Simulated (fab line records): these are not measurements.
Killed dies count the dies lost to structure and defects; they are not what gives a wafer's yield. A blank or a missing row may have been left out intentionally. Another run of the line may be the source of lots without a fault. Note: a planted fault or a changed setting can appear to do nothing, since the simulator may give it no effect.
fab line records    flow sky130
[record] lots = 7  wafers = 21  lastDay = 50
route steps=708 shown RES_PROTECT@214 POLY_GATE@217
lots that met no fault: from a run of the same line without faults
startH: the number of hours between the record's first day and the start of the first shown wafer of the lot    waitH: hours from the lot's prior step to this one    " as in the row above    L1.1+2: a row that stands for several wafers    - no value present, or no start provided    * or withheld: withheld    < > ~ a bound
route shown NAME@n: names a module that has steps shown in the file, with the first one's number in the route    usual: the fault-free wafers' mean and standard deviation    same: alike in all rows    chamber/n: place in a boat    sites: readings site by site    _std_site: the values' standard deviation    _edge_site: inner sites' mean taken away from outer sites' mean    radiusMm: how far each site lies from the wafer's centre    mask NAME#n: copy n    behind: the most recent tool/chamber to have shaped the wafer    hold: why the lot went on hold/how many hours it stayed there/how the hold came to an end    device: names the non-switching transistor (n, p or np)    end of line: tests of these same wafers at the route's end    a step with no rows: only its recipe    killed: at the first sort, the dies lost to defects and structure; wafer yield is something else    map: a wafer's dies, x killed, . not, _ none there
set.NAME: the setting as run; set.NAME@STEP: as run at that earlier step    model.NAME: the simulator's own value behind a step, which no gauge read
lots at selected steps of the route; one table per step, one row per wafer
services: from which hour (startH, from the record's first day; less than 0 if before it) a tool's chamber was out of use, for how many hours, and why
[[steps]]
[step SKY_RES_PROTECT_STRIP_07]
[recipe] chemistry = O2/N2  powerW = 1400  pressureMtorr = 1500  platenTempC = withheld  o2FlowSccm = 3000  n2FlowSccm = 300  overashFraction = 0.5
[usual] drypumpMotorCurrentA = 5.9/0.49  n2FlowSccm = 299.9/0.9  oesProductAu = 0.518/0.0044  stripTimeToEndpointS = 23.31/0.034
[same] overashFraction = 0.5
lot.wafer  tool            chamber  startH  waitH  drypumpMotorCurrentA  n2FlowSccm  oesProductAu  rfHoursCounterH  stripTimeToEndpointS
L491.2     plasmaAsher-01  0        440.07  0.1    5.4                   299.7       0.530         72               23.28
L491.4     "               1        "       "      5.9                   300.9       0.518         -                23.30
L491.6     "               0        "       "      5.4                   300.3       0.527         -                23.29
L492.2     plasmaAsher-04  1        447.22  0.1    5.1                   299.7       0.510         2                23.33
L492.3     "               0        "       "      6.3                   300.1       0.522         -                23.30
L492.5     "               0        "       "      6.3                   299.5       0.518         -                23.29
L494.1     plasmaAsher-01  0        502.52  0.1    5.4                   300.3       0.516         79               23.25
L494.4     "               0        "       "      5.4                   298.0       0.520         -                23.27
L494.5     "               0        "       "      5.4                   300.0       0.513         -                23.27
L497.2     plasmaAsher-04  1        502.80  0.1    5.1                   300.0       0.510         7                23.31
L497.4     "               0        "       "      6.3                   299.5       0.522         -                23.29
L497.5     "               1        "       "      5.1                   299.5       0.518         -                23.27
L493.2     plasmaAsher-01  1        502.82  0.1    5.9                   301.3       0.516         79               23.29
L493.4     "               1        "       "      6.0                   302.2       0.520         -                23.32
L493.6     "               0        "       "      5.4                   299.8       0.518         -                23.34
L501.2     plasmaAsher-04  1        532.41  0.1    5.1                   300.9       0.518         10               23.31
L501.3     "               0        "       "      6.3                   299.2       0.517         -                23.36
L501.5     "               0        "       "      6.3                   300.0       0.519         -                23.34
L503.2     plasmaAsher-02  1        551.31  0.1    6.3                   298.2       0.516         74               23.26
L503.3     "               1        "       "      6.3                   299.3       0.517         -                23.31
L503.4     "               0        "       "      6.4                   299.9       0.511         -                23.30
[step SKY_RES_PROTECT_TW_MEAS_08]
[usual] POLY_GATE_TW = 4059/35
lot.wafer  tool          chamber  startH  waitH  POLY_GATE_TW
L491.2     filmMetro-01  -        440.18  0.1    4021
L491.4     "             -        "       "      3998
L491.6     "             -        "       "      4003
L492.2     filmMetro-02  -        447.33  0.1    4109
L492.3     "             -        "       "      4097
L492.5     "             -        "       "      4104
L494.1     filmMetro-04  -        502.62  0.1    4036
L494.4     "             -        "       "      4054
L494.5     "             -        "       "      4034
L497.2     filmMetro-02  -        502.91  0.1    4029
L497.4     "             -        "       "      4041
L497.5     "             -        "       "      4055
L493.2     filmMetro-04  -        502.93  0.1    4032
L493.4     "             -        "       "      4063
L493.6     "             -        "       "      4062
L501.2     filmMetro-02  -        532.52  0.1    4095
L501.3     "             -        "       "      4057
L501.5     "             -        "       "      4072
L503.2     filmMetro-02  -        551.42  0.1    4067
L503.3     "             -        "       "      4073
L503.4     "             -        "       "      4060
[step SKY_RES_PROTECT_CLEAN_09]
[recipe] chemistry = SC1/SC2  mix = 1:4:20  tempC = 70  timeS = 150  dry = n2Spin
[step SKY_POLY_GATE_CVD_03]
[recipe] material = Si3N4  precursor = DCS/NH3  targetThkNm = 75  tempC = 770  timeS = 1290  pressureMtorr = 250
[step SKY_POLY_GATE_THK_MEAS_04]
[recipe] reads = Si3N4_of_POLY_GATE_CVD_03
[usual] POLY_GATE_CVD_03_THK = 74.7/0.76
lot.wafer  tool          chamber  startH  waitH  POLY_GATE_CVD_03_THK[nm]
L491.2     filmMetro-02  -        441.65  0.0    75.2
L491.4     "             -        "       "      75.3
L491.6     "             -        "       "      75.1
L492.2     filmMetro-02  -        448.80  0.0    73.8
L492.3     "             -        "       "      73.5
L492.5     "             -        "       "      73.2
L494.1     filmMetro-03  -        504.09  0.0    75.0
L494.4     "             -        "       "      75.6
L494.5     "             -        "       "      76.1
L493.2     filmMetro-03  -        505.46  0.0    74.3
L493.4     "             -        "       "      74.1
L493.6     "             -        "       "      74.1
L497.2     filmMetro-02  -        505.46  0.0    75.5
L497.4     "             -        "       "      75.6
L497.5     "             -        "       "      76.4
L501.2     filmMetro-03  -        533.99  0.0    74.0
L501.3     "             -        "       "      74.2
L501.5     "             -        "       "      74.8
L503.2     filmMetro-03  -        554.57  0.0    74.4
L503.3     "             -        "       "      74.0
L503.4     "             -        "       "      74.9
[step SKY_POLY_GATE_DEHYDRATE_05]
[recipe] tempC = 200  timeS = 60
[step SKY_POLY_GATE_HMDS_06]
[recipe] primeTimeS = 60  primeTempC = 120
[step SKY_POLY_GATE_COAT_07]
[recipe] resist = BARC  tempC = withheld  timeS = withheld  spinRpm = 3000  resistThkNm = 110
[step SKY_POLY_GATE_COAT_08]
[recipe] resist = KrF-thick  spinRpm = 3000  resistThkNm = 450
[step SKY_POLY_GATE_SOFTBAKE_09]
[recipe] tempC = 100  timeS = 90  resist = KrF-thick
[step SKY_POLY_GATE_EXPOSE_10]
[recipe] maskId = P1M  na = 0.68  sourceShape = conventional  sigmaOuter = 0.6  targetCdNm = 150  doseMj = 28
[step SKY_POLY_GATE_PEB_11]
[recipe] pebTempC = withheld  pebTimeS = withheld  resist = KrF-thick
[step SKY_POLY_GATE_DEVELOP_12]
[recipe] developTimeS = 60  resist = KrF-thick  devTempC = 21
[usual] chillPlateTempC = 23.00/0.1  developTimeS = 60/0
lot.wafer  tool           chamber  startH  waitH  chillPlateTempC  developTimeS  model.KrF-thick_of_POLY_GATE_COAT_08.thkNm
L491.2     lithoTrack-03  0        473     -      22.96            60            436
L491.4     "              0        "       "      23.02            60            436.4
L491.6     "              0        "       "      23.09            60            437.6
L492.2     lithoTrack-03  -        479     -      -                -             449.8
L492.3     "              -        "       "      -                -             448.9
L492.5     "              -        "       "      -                -             450.1
L494.1     lithoTrack-04  -        534     -      -                -             448.4
L494.4     "              -        "       "      -                -             451.1
L494.5     "              -        "       "      -                -             450
L497.2     lithoTrack-03  -        536     -      -                -             453
L497.4     "              -        "       "      -                -             453.1
L497.5     "              -        "       "      -                -             452.8
L493.2     lithoTrack-02  0        536     -      23.04            60            438.8
L493.4     "              0        "       "      23.06            60            436.4
L493.6     "              0        537     -      23.00            60            436.5
L501.2     lithoTrack-03  0        564     -      22.96            60            435.3
L501.3     "              0        "       "      23.07            60            437.4
L501.5     "              0        "       "      23.00            60            436.4
L503.2     lithoTrack-04  0        584     -      23.10            60            437.7
L503.3     "              0        "       "      23.13            60            436.9
L503.4     "              0        "       "      22.93            60            436.9
[step SKY_POLY_GATE_CD_MEAS_13]
[recipe] targetCdNm = 150
[usual] cdNm = 150.0/1.7
lot.wafer  tool      chamber  startH  waitH  cdNm
L491.2     cdSem-02  -        473.19  -      148.0
L491.4     "         -        "       "      148.4
L491.6     "         -        "       "      150.5
L492.2     cdSem-01  -        479.69  -      -
L492.3     "         -        "       "      -
L492.5     "         -        "       "      -
L494.1     cdSem-02  -        534.85  -      -
L494.4     "         -        "       "      -
L494.5     "         -        "       "      -
L497.2     cdSem-01  -        536.74  -      -
L497.4     "         -        "       "      -
L497.5     "         -        "       "      -
L493.2     cdSem-01  -        537.07  -      151.1
L493.4     "         -        "       "      150.4
L493.6     "         -        "       "      152.8
L501.2     cdSem-01  -        564.69  -      151.6
L501.3     "         -        "       "      151.0
L501.5     "         -        "       "      150.2
L503.2     cdSem-01  -        584.47  -      151.7
L503.3     "         -        "       "      152.1
L503.4     "         -        "       "      150.9
[[services]]
tool            chamber  startH  hours  kind
plasmaAsher-04  -        421.25  9.0    pm
plasmaAsher-04  0        421.25  9.0    ventCycle
plasmaAsher-04  1        421.25  9.0    ventCycle
plasmaAsher-04  0        430.25  -      clean
plasmaAsher-04  1        430.25  -      clean
plasmaAsher-02  -        442.98  0.7    repair
plasmaAsher-04  -        473.47  1.1    repair
plasmaAsher-02  -        504.87  1.4    repair
plasmaAsher-02  -        554.88  2.8    pm
[[key]]
[firstSign] step = SKY_POLY_GATE_DEVELOP_12  reading = toolRecord  direction = missing
effect none on later readings
[modelEffect] step = SKY_POLY_GATE_DEVELOP_12  value = KrF-thick_of_POLY_GATE_COAT_08.thkNm  without = 436.7  struck = 450.8
metAt SKY_POLY_GATE_DEVELOP_12
struckWafers L492.2,L492.3,L492.5,L494.1,L494.4,L494.5,L497.2,L497.4,L497.5
laterRowsLeftOut L492.2,L492.3,L492.5,L494.1,L494.4,L494.5,L497.2,L497.4,L497.5
sortLeftOut L492.2,L492.3,L492.5,L494.1,L494.4,L494.5,L497.2,L497.4,L497.5
testerLeftOut L492,L494,L497
onsetBetween 473 479
[fault] kind = skippedStepWhole  tool = lithoTrack-03,lithoTrack-04  chamber = -  onsetH = 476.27  steps = SKY_POLY_GATE_DEVELOP_12  scope = struckLotsOnly
// testerLeftOut: of these lots the tester's yield and bins aren't shown, on N5 and GAA mostly nor the transistor test; their killed dies are dies lost to structure and defects alone, not to doping, threshold or leakage, so they don't give the yield
// sortLeftOut: the simulated sort isn't trusted on such a fault, so these wafers' sort isn't shown, and their yield isn't known
// laterRowsLeftOut: the simulator's readings of these wafers behind a module that went badly wrong aren't trusted and aren't shown, but for the sort
